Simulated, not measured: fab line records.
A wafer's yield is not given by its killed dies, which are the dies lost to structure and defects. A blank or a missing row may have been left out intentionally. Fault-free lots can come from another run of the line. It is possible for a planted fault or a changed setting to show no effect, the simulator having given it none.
Which tool was responsible? :: flow gf180mcu :: Sampling: 13 lots, 39 wafers, 5 of 602 route steps

== WHAT THE GAUGES READ, wafer by wafer ==
GF_HV_LDD_RS_MEAS_53: measurement is done with a four-point probe.
lot: L592
measured: day 12 17:05
on: film_metro-04
HV_LDD_RS (ohm/sq): 420.2 420.3 419.9

lot: L596
measured: day 13 22:04
on: film_metro-01
HV_LDD_RS (ohm/sq): 418.0 418.8 417.7

lot: L597
measured: day 14 06:04
on: film_metro-01
HV_LDD_RS (ohm/sq): 418.8 419.4 418.2

lot: L598
measured: day 14 10:09
on: film_metro-04
HV_LDD_RS (ohm/sq): 420.2 418.7 418.7

lot: L599
measured: day 14 15:53
on: film_metro-04
HV_LDD_RS (ohm/sq): 417.7 417.6 419.5

lot: L603
measured: day 16 04:20
on: film_metro-01
HV_LDD_RS (ohm/sq): 417.9 418.7 417.8

lot: L604
measured: day 16 09:24
on: film_metro-03
HV_LDD_RS (ohm/sq): 377.0 375.0 376.1

lot: L605
measured: day 16 19:47
on: film_metro-01
HV_LDD_RS (ohm/sq): 375.1 374.7 376.0

lot: L610
measured: day 18 08:16
on: film_metro-03
HV_LDD_RS (ohm/sq): 418.7 417.2 418.5

lot: L611
measured: day 18 21:58
on: film_metro-03
HV_LDD_RS (ohm/sq): 417.4 418.2 418.1

lot: L612
measured: day 19 02:12
on: film_metro-04
HV_LDD_RS (ohm/sq): 418.2 417.9 418.0

lot: L613
measured: day 19 09:34
on: film_metro-01
HV_LDD_RS (ohm/sq): 418.9 417.4 416.6

lot: L614
measured: day 19 17:15
on: film_metro-01
HV_LDD_RS (ohm/sq): 418.4 418.3 417.4

GF_M3_THK_MEAS_06: measures by xrf.
lot: L592
measured: day 20 16:57
on: film_metro-01
M3_ALCU_THK (nm): 455 456 461

lot: L596
measured: day 22 01:56
on: film_metro-04
M3_ALCU_THK (nm): 454 452 445

lot: L597
measured: day 22 12:32
on: film_metro-01
M3_ALCU_THK (nm): 456 453 454

lot: L598
measured: day 22 18:28
on: film_metro-02
M3_ALCU_THK (nm): 455 456 459

lot: L599
measured: day 22 23:24
on: film_metro-02
M3_ALCU_THK (nm): 456 456 456

lot: L603
measured: day 24 13:54
on: film_metro-04
M3_ALCU_THK (nm): 452 456 451

lot: L604
measured: day 24 17:26
on: film_metro-02
M3_ALCU_THK (nm): 458 457 454

lot: L605
measured: day 25 04:55
on: film_metro-01
M3_ALCU_THK (nm): 451 446 456

lot: L610
measured: day 26 13:47
on: film_metro-01
M3_ALCU_THK (nm): 454 450 450

lot: L611
measured: day 27 01:07
on: film_metro-01
M3_ALCU_THK (nm): 449 454 445

lot: L612
measured: day 27 04:38
on: film_metro-04
M3_ALCU_THK (nm): 448 445 450

lot: L613
measured: day 27 11:09
on: film_metro-01
M3_ALCU_THK (nm): 444 450 445

lot: L614
measured: day 27 17:39
on: film_metro-02
M3_ALCU_THK (nm): 458 450 450

GF_V3_THK_MEAS_01.
lot: L592
measured: day 21 17:56
on: film_metro-04
V3_CVD_00_THK (nm): 594 590 591

lot: L596
measured: day 23 01:50
on: film_metro-03
V3_CVD_00_THK (nm): 589 592 589

lot: L597
measured: day 23 12:34
on: film_metro-04
V3_CVD_00_THK (nm): 600 596 605

lot: L598
measured: day 23 18:18
on: film_metro-02
V3_CVD_00_THK (nm): 604 593 610

lot: L599
measured: day 23 22:43
on: film_metro-02
V3_CVD_00_THK (nm): 603 603 598

lot: L603
measured: day 25 11:29
on: film_metro-02
V3_CVD_00_THK (nm): 619 618 618

lot: L604
measured: day 25 15:46
on: film_metro-04
V3_CVD_00_THK (nm): 608 599 612

lot: L605
measured: day 26 03:01
on: film_metro-02
V3_CVD_00_THK (nm): 592 589 587

lot: L610
measured: day 27 10:36
on: film_metro-03
V3_CVD_00_THK (nm): 601 603 597

lot: L611
measured: day 27 22:10
on: film_metro-02
V3_CVD_00_THK (nm): 598 600 608

lot: L612
measured: day 28 01:56
on: film_metro-02
V3_CVD_00_THK (nm): 607 602 610

lot: L613
measured: day 28 08:08
on: film_metro-03
V3_CVD_00_THK (nm): 597 601 609

lot: L614
measured: day 28 14:47
on: film_metro-02
V3_CVD_00_THK (nm): 598 594 602

== TOOL THAT RAN EACH LOT (tool first, then ch and the chambers of the sampled wafers, then the start) ==
lot: L592
GF_HV_LDD_IMPLANT_36: implanter-01 ch 0, day 11 21:26
GF_M3_SPUTTER_03: pvd_sputter-04, day 20 16:46

lot: L596
GF_HV_LDD_IMPLANT_36: implanter-04 ch 0, day 13 00:34
GF_M3_SPUTTER_03: pvd_sputter-04, day 22 01:45

lot: L597
GF_HV_LDD_IMPLANT_36: implanter-04 ch 0, day 13 08:32
GF_M3_SPUTTER_03: pvd_sputter-03, day 22 12:20

lot: L598
GF_HV_LDD_IMPLANT_36: implanter-01 ch 0, day 13 12:47
GF_M3_SPUTTER_03: pvd_sputter-01, day 22 18:16

lot: L599
GF_HV_LDD_IMPLANT_36: implanter-01 ch 0, day 13 18:17
GF_M3_SPUTTER_03: pvd_sputter-03, day 22 23:12

lot: L603
GF_HV_LDD_IMPLANT_36: implanter-04 ch 0, day 15 05:35
GF_M3_SPUTTER_03: pvd_sputter-03, day 24 13:43

lot: L604
GF_HV_LDD_IMPLANT_36: implanter-01 ch 0, day 15 11:05
GF_M3_SPUTTER_03: pvd_sputter-04, day 24 17:16

lot: L605
GF_HV_LDD_IMPLANT_36: implanter-01 ch 0, day 15 20:45
GF_M3_SPUTTER_03: pvd_sputter-03, day 25 04:44

lot: L610
GF_HV_LDD_IMPLANT_36: implanter-02 ch 0, day 17 08:36
GF_M3_SPUTTER_03: pvd_sputter-01, day 26 13:34

lot: L611
GF_HV_LDD_IMPLANT_36: implanter-04 ch 0, day 17 21:36
GF_M3_SPUTTER_03: pvd_sputter-03, day 27 00:56

lot: L612
GF_HV_LDD_IMPLANT_36: implanter-02 ch 0, day 18 02:02
GF_M3_SPUTTER_03: pvd_sputter-03, day 27 04:25

lot: L613
GF_HV_LDD_IMPLANT_36: implanter-04 ch 0, day 18 08:50
GF_M3_SPUTTER_03: pvd_sputter-04, day 27 10:58

lot: L614
GF_HV_LDD_IMPLANT_36: implanter-02 ch 0, day 18 16:41
GF_M3_SPUTTER_03: pvd_sputter-04, day 27 17:28
- GF_HV_LDD_IMPLANT_36
- GF_M3_SPUTTER_03: material Ti, target thk 10 nm, time 6.7 s.

== WHAT THE TOOLS THEMSELVES READ (means of the sampled wafers that have a number; where no wafer has one, the mark that the record gives instead) ==
GF_HV_LDD_IMPLANT_36.
lot: L592
tool: implanter-01
end_station_pressure_torr (Torr): 5.05e-06
tilt_deg (degrees): 29.986

lot: L596
tool: implanter-04
end_station_pressure_torr (Torr): 5.04e-06
tilt_deg (degrees): 30.013

lot: L597
tool: implanter-04
end_station_pressure_torr (Torr): 5.20e-06
tilt_deg (degrees): 29.997

lot: L598
tool: implanter-01
end_station_pressure_torr (Torr): 5.05e-06
tilt_deg (degrees): 30.023

lot: L599
tool: implanter-01
end_station_pressure_torr (Torr): 5.41e-06
tilt_deg (degrees): 30.015

lot: L603
tool: implanter-04
end_station_pressure_torr (Torr): 5.45e-06
tilt_deg (degrees): 29.998

lot: L604
tool: implanter-01
end_station_pressure_torr (Torr): 5.01e-06
tilt_deg (degrees): 0.001

lot: L605
tool: implanter-01
end_station_pressure_torr (Torr): 4.92e-06
tilt_deg (degrees): 0.003

lot: L610
tool: implanter-02
end_station_pressure_torr (Torr): 5.06e-06
tilt_deg (degrees): 29.995

lot: L611
tool: implanter-04
end_station_pressure_torr (Torr): 5.07e-06
tilt_deg (degrees): 29.996

lot: L612
tool: implanter-02
end_station_pressure_torr (Torr): 5.03e-06
tilt_deg (degrees): 29.996

lot: L613
tool: implanter-04
end_station_pressure_torr (Torr): 5.02e-06
tilt_deg (degrees): 30.018

lot: L614
tool: implanter-02
end_station_pressure_torr (Torr): 4.82e-06
tilt_deg (degrees): 30.006

GF_M3_SPUTTER_03.
lot: L592
tool: pvd_sputter-04
throttle_valve_pct (%): 29.8

lot: L596
tool: pvd_sputter-04
throttle_valve_pct (%): 30.4

lot: L597
tool: pvd_sputter-03
throttle_valve_pct (%): 30.6

lot: L598
tool: pvd_sputter-01
throttle_valve_pct (%): 29.8

lot: L599
tool: pvd_sputter-03
throttle_valve_pct (%): 30.1

lot: L603
tool: pvd_sputter-03
throttle_valve_pct (%): 30.0

lot: L604
tool: pvd_sputter-04
throttle_valve_pct (%): 29.8

lot: L605
tool: pvd_sputter-03
throttle_valve_pct (%): 30.0

lot: L610
tool: pvd_sputter-01
throttle_valve_pct (%): 29.9

lot: L611
tool: pvd_sputter-03
throttle_valve_pct (%): 29.6

lot: L612
tool: pvd_sputter-03
throttle_valve_pct (%): 30.0

lot: L613
tool: pvd_sputter-04
throttle_valve_pct (%): 29.6

lot: L614
tool: pvd_sputter-04
throttle_valve_pct (%): 30.1

== THE ANSWER, worked out from the rows above alone ==
Rule: usual is defined by the lots themselves. Put in order of their means at a reading, lots are off if they are a third of the lots or fewer, leave a main group of 4 or more, and stand apart from it by a gap of 3 or more times the standard deviation of the main group's means; of several such gaps the widest counts. Not used: any main group whose means are identical at the precision the tables above print for the reading. Also off: a lot with no number at a reading for which 4 or more lots have one. The other lots that the step has rows for count as sound. The gauges are gone through in route order, then the tools' own readings, and for those a lot's mean is taken as printed above. At the first step where some lot is off, the reading lying furthest off is the one used; lots without a number count as furthest.
Off: at GF_HV_LDD_RS_MEAS_53 (HV_LDD_RS), L604, L605. The main group has a mean of 418.4 ohm/sq with a standard deviation of 0.68.
If a tool, at a process step before that reading, ran all the lots that are off and no sound lot after the first of them, it fits. The gauges at GF_HV_LDD_RS_MEAS_53 aren't tried: what is off there is off at GF_HV_LDD_IMPLANT_36 too, on other tools, and a gauge's error can't cause that. One candidate fits, namely implanter-01 at GF_HV_LDD_IMPLANT_36. A fault onset in the window from L599 (day 13 18:17, its last sound lot) to L604 (day 15 11:05, its first lot off) fits.
The tool's own readings at GF_HV_LDD_IMPLANT_36 bear it out: on the lots that are off they differ by more than 5 times the standard deviation of the sound lots' means. tilt_deg reads 0.002 degrees there against 30.004 degrees on the sound lots.

== WHAT THE SIMULATOR HAD INSERTED ==
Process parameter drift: implanter-01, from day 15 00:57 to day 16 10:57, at GF_HV_LDD_IMPLANT_36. The setting tilt_deg was moved by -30, starting from 30. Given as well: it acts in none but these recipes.
Lots struck among those shown: L604, L605. Same finding as the rule above.
